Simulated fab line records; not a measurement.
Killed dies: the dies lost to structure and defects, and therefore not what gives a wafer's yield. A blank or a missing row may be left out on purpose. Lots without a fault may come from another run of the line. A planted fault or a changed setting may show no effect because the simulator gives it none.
Matching of chambers	flow gf180mcu	GF_V4_CMP_26 on cmp-02: 4 sister chambers
The step polishes, stops on SiO2, t overpolish 15 s, target thk 0 nm. 8 wafers are shown with their chamber, then 8 later ones without.

WAFERS PAIRED WITH THEIR CHAMBERS
wafer	chamber	motorCurrentA (A)	overpolishRunS (s)
L086.2	1	8.4	15.000
L087.3	0	13.3	14.995
L087.5	1	8.3	15.003
L087.6	2	10.7	15.004
L089.1	2	11.0	14.999
L089.5	3	9.5	14.991
L089.6	0	13.5	14.998
L092.1	3	9.8	14.995

WAFERS MISSING THEIR CHAMBER
wafer	motorCurrentA (A)	overpolishRunS (s)
L092.3	10.5	15.002
L092.6	10.0	14.997
L095.1	8.0	15.000
L095.3	11.1	14.994
L095.6	13.6	15.006
L096.1	13.0	15.004
L096.2	8.3	14.979
L096.3	9.5	14.999

THE CHAMBER EACH PASSED THROUGH
wafer	from the rows above	in truth
L092.3	2	2
L092.6	3	3
L095.1	1	1
L095.3	2	2
L095.6	0	0
L096.1	0	0
L096.2	can't be placed: 1 or 3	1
L096.3	3	3
Correct placement for 7 of the 8. From these rows, 1 cannot be placed; in 1 the true chamber is one of the candidates. Wrongly placed: 0.
How it was worked out, from the rows above alone: a wafer's distance from a chamber is the root of the sum, over the readings, of the square of ((its reading less the chamber's mean) divided by the reading's scatter). The wafer belongs to the nearest chamber; if the next one is less than 2 further off, it can't be placed. Each chamber's mean is taken over the wafers shown for it. The scatter is the square root of a quotient: the sum, over the shown wafers, of each reading's squared deviation from its chamber's mean, divided by wafers minus chambers.
